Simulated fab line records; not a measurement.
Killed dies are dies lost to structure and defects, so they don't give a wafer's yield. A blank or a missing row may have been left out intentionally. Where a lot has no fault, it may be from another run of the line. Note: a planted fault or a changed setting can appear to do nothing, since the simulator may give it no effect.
Matching of chambers || flow sky130 || SKY_CONTACT_CMP_27 on cmp-02: 4 sister chambers
The step polishes, stops on SiO2, t overpolish 15 s, target thk 0 nm. 4 wafers are shown with their chamber, then 8 later ones without.

== WAFERS, EACH WITH ITS CHAMBER ==
{"wafer": "L528.6", "chamber": 1, "motorCurrentA (A)": 9.8}
{"wafer": "L529.4", "chamber": 2, "motorCurrentA (A)": 9.7}
{"wafer": "L529.5", "chamber": 0, "motorCurrentA (A)": 11.8}
{"wafer": "L531.1", "chamber": 3, "motorCurrentA (A)": 12.3}

== WAFERS MISSING THEIR CHAMBER ==
{"wafer": "L531.2", "motorCurrentA (A)": 9.5}
{"wafer": "L531.5", "motorCurrentA (A)": 10.4}
{"wafer": "L536.4", "motorCurrentA (A)": 12.3}
{"wafer": "L536.5", "motorCurrentA (A)": 10.4}
{"wafer": "L536.6", "motorCurrentA (A)": 11.9}
{"wafer": "L539.2", "motorCurrentA (A)": 10.1}
{"wafer": "L539.3", "motorCurrentA (A)": 12.4}
{"wafer": "L539.5", "motorCurrentA (A)": 9.3}

== EACH ONE'S CHAMBER ==
{"wafer": "L531.2", "from the rows above": "can't be placed: 2 or 1", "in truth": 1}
{"wafer": "L531.5", "from the rows above": "can't be placed: 1 or 2", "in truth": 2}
{"wafer": "L536.4", "from the rows above": "can't be placed: 3 or 0", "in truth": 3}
{"wafer": "L536.5", "from the rows above": "can't be placed: 1 or 2", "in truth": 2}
{"wafer": "L536.6", "from the rows above": "can't be placed: 0 or 3", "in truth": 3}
{"wafer": "L539.2", "from the rows above": "can't be placed: 1 or 2", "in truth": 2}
{"wafer": "L539.3", "from the rows above": "can't be placed: 3 or 0", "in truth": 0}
{"wafer": "L539.5", "from the rows above": "can't be placed: 2 or 1", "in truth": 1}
0 of 8 placed correctly. These rows do not allow placing 8 (true chamber among the candidates in 8). Placed wrongly: 0.
How it was worked out, from the rows above alone: a wafer's distance from a chamber is the root of the sum, over the readings, of the square of ((its reading less the chamber's mean) divided by the reading's scatter). If the next closest chamber is less than 2 further off than the closest, the wafer can't be placed; otherwise it belongs to the closest. The mean given for a chamber averages the wafers shown for that chamber. The scatter (one wafer shown for each chamber): square how far every hidden wafer sits from the nearest shown wafer, average those squares and take the square root.
